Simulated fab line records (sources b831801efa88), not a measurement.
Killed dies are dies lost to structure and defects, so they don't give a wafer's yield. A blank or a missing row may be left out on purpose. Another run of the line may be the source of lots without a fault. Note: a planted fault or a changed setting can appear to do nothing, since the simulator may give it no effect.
Shared-tool check :: flow sky130 :: 11 lots, 33 wafers sampled

== WHY THIS WAS OPENED ==
Of 11 lots, 3 have the reading PWDE_TW flagged at SKY_PWDE_TW_MEAS_10. Fault-free wafers read 369, with a standard deviation of 3.7.
Rule: flag the lot when none of its wafers has a number, or when each of its wafers that has one lies beyond 4 standard deviations from that mean. All remaining lots are regarded as sound.

lot: L178
measured: day 4 02:14
on: film metro-02
PWDE_TW, wafer by wafer: 369 368 369
flag: 

lot: L181
measured: day 4 18:08
on: film metro-03
PWDE_TW, wafer by wafer: 368 366 365
flag: 

lot: L183
measured: day 5 04:16
on: film metro-02
PWDE_TW, wafer by wafer: 366 368 367
flag: 

lot: L190
measured: day 6 21:52
on: film metro-03
PWDE_TW, wafer by wafer: 1107 1103 1106
flag: FLAGGED

lot: L191
measured: day 7 07:23
on: film metro-04
PWDE_TW, wafer by wafer: 1142 1143 1135
flag: FLAGGED

lot: L192
measured: day 7 11:53
on: film metro-02
PWDE_TW, wafer by wafer: 1115 1120 1106
flag: FLAGGED

lot: L193
measured: day 7 16:31
on: film metro-02
PWDE_TW, wafer by wafer: 368 366 366
flag: 

lot: L197
measured: day 8 18:31
on: film metro-02
PWDE_TW, wafer by wafer: 370 371 369
flag: 

lot: L198
measured: day 8 23:19
on: film metro-03
PWDE_TW, wafer by wafer: 366 364 366
flag: 

lot: L199
measured: day 9 03:07
on: film metro-03
PWDE_TW, wafer by wafer: 367 367 366
flag: 

lot: L200
measured: day 9 06:20
on: film metro-02
PWDE_TW, wafer by wafer: 369 370 368
flag: 
On average the flagged lots read 1120, which is +751 against the usual, or +99 or more standard deviations.

== TOOL THAT RAN EACH LOT ==
2 process steps preceding the reading are held in the record, out of 708 steps in the route. Each cell gives the tool, then ch followed by the chambers the sampled wafers passed through, then the start.
lot: L178
flag: 
SKY_FIELD_ISO_CMP_27: cmp-01 ch 0,3, day 2 15:17
SKY_DNWELL_COAT_02: litho track-04 ch 0, day 3 01:19

lot: L181
flag: 
SKY_FIELD_ISO_CMP_27: cmp-01 ch 0,1,3, day 3 07:22
SKY_DNWELL_COAT_02: litho track-02 ch 0, day 3 17:51

lot: L183
flag: 
SKY_FIELD_ISO_CMP_27: cmp-02 ch 1,2, day 3 15:41
SKY_DNWELL_COAT_02: litho track-02 ch 0, day 4 02:41

lot: L190
flag: FLAGGED
SKY_FIELD_ISO_CMP_27: cmp-01 ch 0,1,2, day 5 05:08
SKY_DNWELL_COAT_02: litho track-03, day 5 16:40

lot: L191
flag: FLAGGED
SKY_FIELD_ISO_CMP_27: cmp-01 ch 1,2,3, day 5 14:46
SKY_DNWELL_COAT_02: litho track-03, day 6 02:14

lot: L192
flag: FLAGGED
SKY_FIELD_ISO_CMP_27: cmp-02 ch 0,3, day 5 16:16
SKY_DNWELL_COAT_02: litho track-02, day 6 05:32

lot: L193
flag: 
SKY_FIELD_ISO_CMP_27: cmp-02 ch 0,2,3, day 5 21:41
SKY_DNWELL_COAT_02: litho track-02 ch 0, day 6 10:53

lot: L197
flag: 
SKY_FIELD_ISO_CMP_27: cmp-02 ch 1,2,3, day 6 21:54
SKY_DNWELL_COAT_02: litho track-03 ch 0, day 7 11:10

lot: L198
flag: 
SKY_FIELD_ISO_CMP_27: cmp-01 ch 0,1, day 7 03:28
SKY_DNWELL_COAT_02: litho track-03 ch 0, day 7 15:19

lot: L199
flag: 
SKY_FIELD_ISO_CMP_27: cmp-01 ch 0,1,3, day 7 05:49
SKY_DNWELL_COAT_02: litho track-04 ch 0, day 7 18:33

lot: L200
flag: 
SKY_FIELD_ISO_CMP_27: cmp-02 ch 2,3, day 7 09:44
SKY_DNWELL_COAT_02: litho track-03 ch 0, day 7 21:50
These steps, and what they do:
- SKY_FIELD_ISO_CMP_27: polishes, stops on Si3N4, t overpolish 16 s, target thk 457.8 nm.
- SKY_DNWELL_COAT_02: resist thk 3000 nm.
- SKY_PWDE_TW_MEAS_10

== FLAGGED AGAINST TOTAL, ONE TOOL AT A TIME (gauges that did the reading follow at the end) ==
step: SKY_FIELD_ISO_CMP_27
tool: cmp-01
lots run: 6
flagged: 2
share of the flagged lots: some
sound lots run after its first flagged lot: 2 (L198,L199)

step: SKY_FIELD_ISO_CMP_27
tool: cmp-02
lots run: 5
flagged: 1
share of the flagged lots: some
sound lots run after its first flagged lot: 3 (L193,L197,L200)

step: SKY_DNWELL_COAT_02
tool: litho track-02
lots run: 4
flagged: 1
share of the flagged lots: some
sound lots run after its first flagged lot: 1 (L193)

step: SKY_DNWELL_COAT_02
tool: litho track-03
lots run: 5
flagged: 2
share of the flagged lots: some
sound lots run after its first flagged lot: 3 (L197,L198,L200)

step: SKY_DNWELL_COAT_02
tool: litho track-04
lots run: 2
flagged: 0
share of the flagged lots: none
sound lots run after its first flagged lot: -

step: SKY_PWDE_TW_MEAS_10
tool: film metro-02
lots run: 6
flagged: 1
share of the flagged lots: some
sound lots run after its first flagged lot: 3 (L193,L197,L200)

step: SKY_PWDE_TW_MEAS_10
tool: film metro-03
lots run: 4
flagged: 1
share of the flagged lots: some
sound lots run after its first flagged lot: 2 (L198,L199)

step: SKY_PWDE_TW_MEAS_10
tool: film metro-04
lots run: 1
flagged: 1
share of the flagged lots: some
sound lots run after its first flagged lot: 0

== THE TABLE: WHAT IT ALLOWS ==
No row of the table ran every flagged lot.

== WHAT THE SIMULATOR PUT IN ==
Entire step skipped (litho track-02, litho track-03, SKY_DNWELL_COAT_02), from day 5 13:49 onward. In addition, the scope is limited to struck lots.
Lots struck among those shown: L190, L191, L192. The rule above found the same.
